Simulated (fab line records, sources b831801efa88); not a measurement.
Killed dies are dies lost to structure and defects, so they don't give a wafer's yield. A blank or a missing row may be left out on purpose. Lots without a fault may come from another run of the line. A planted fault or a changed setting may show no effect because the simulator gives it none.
One fault seen from 2 desks | flow sfq_line | each desk has only its own numbers; what lay behind them comes last

THE METROLOGY DESK
What the gauges read, lot by lot, whatever tool the lot ran on: means of the sampled wafers that have a number. A lot is out of limits, marked OUT, if its mean lies more than 4 standard deviations from the usual mean; the brackets give that distance.
Columns: A = INCOMING_BOW at SFQ_INCOMING_BOW_MEAS_900, usual 0 um
lot  | first seen here | A
L966 | day 1 10:02     | 1
L967 | day 1 15:01     | -2
L968 | day 1 20:00     | 6
L970 | day 2 06:00     | 2
L971 | day 2 11:00     | -1
L972 | day 2 16:01     | 2
L975 | day 3 07:01     | -6
L976 | day 3 12:00     | -2
L978 | day 3 22:01     | -4
L981 | day 4 13:02     | 0
L983 | day 4 23:02     | 0
L985 | day 5 09:00     | -4
L987 | day 5 19:00     | -4
L988 | day 6 00:00     | -4
This desk's finding: nothing out of limits on any of the 14 lots.

THE TOOL OWNER'S DESK: cmp-01
The tool's own readings at SFQ_TRILAYER_I0_CMP_CMP_028 (polishes SiO2): means of the sampled wafers that have a number, for each lot that ran on this tool. A lot is out of limits, marked OUT, if its mean lies more than 4 standard deviations from the usual mean; the brackets give that distance.
Columns: A = motor_current_A at SFQ_TRILAYER_I0_CMP_CMP_028, usual 10.0 A; B = retaining_ring_pressure_frac at SFQ_TRILAYER_I0_CMP_CMP_028, usual 1.000; C = time_to_endpoint_s at SFQ_TRILAYER_I0_CMP_CMP_028, usual 214 s
lot  | first seen here | A    | B     | C
L966 | day 12 03:26    | 8.7  | 1.000 | 217
L967 | day 12 05:56    | 8.6  | 1.002 | 218
L972 | day 12 14:26    | 9.1  | 1.000 | 205
L975 | day 14 21:41    | 10.0 | 1.001 | 218
L976 | day 15 16:11    | 10.3 | 0.996 | 215
L978 | day 16 08:23    | 9.5  | 1.003 | 209
L981 | day 17 19:11    | 8.8  | 1.000 | 234
L983 | day 18 08:23    | 11.0 | 0.997 | 235
This desk's finding: nothing out of limits on any of the 8 lots.

PUT TOGETHER
The metrology desk saw nothing out of limits.
The tool owner's desk saw nothing out of limits.

WHAT THE SIMULATOR HAD PUT IN
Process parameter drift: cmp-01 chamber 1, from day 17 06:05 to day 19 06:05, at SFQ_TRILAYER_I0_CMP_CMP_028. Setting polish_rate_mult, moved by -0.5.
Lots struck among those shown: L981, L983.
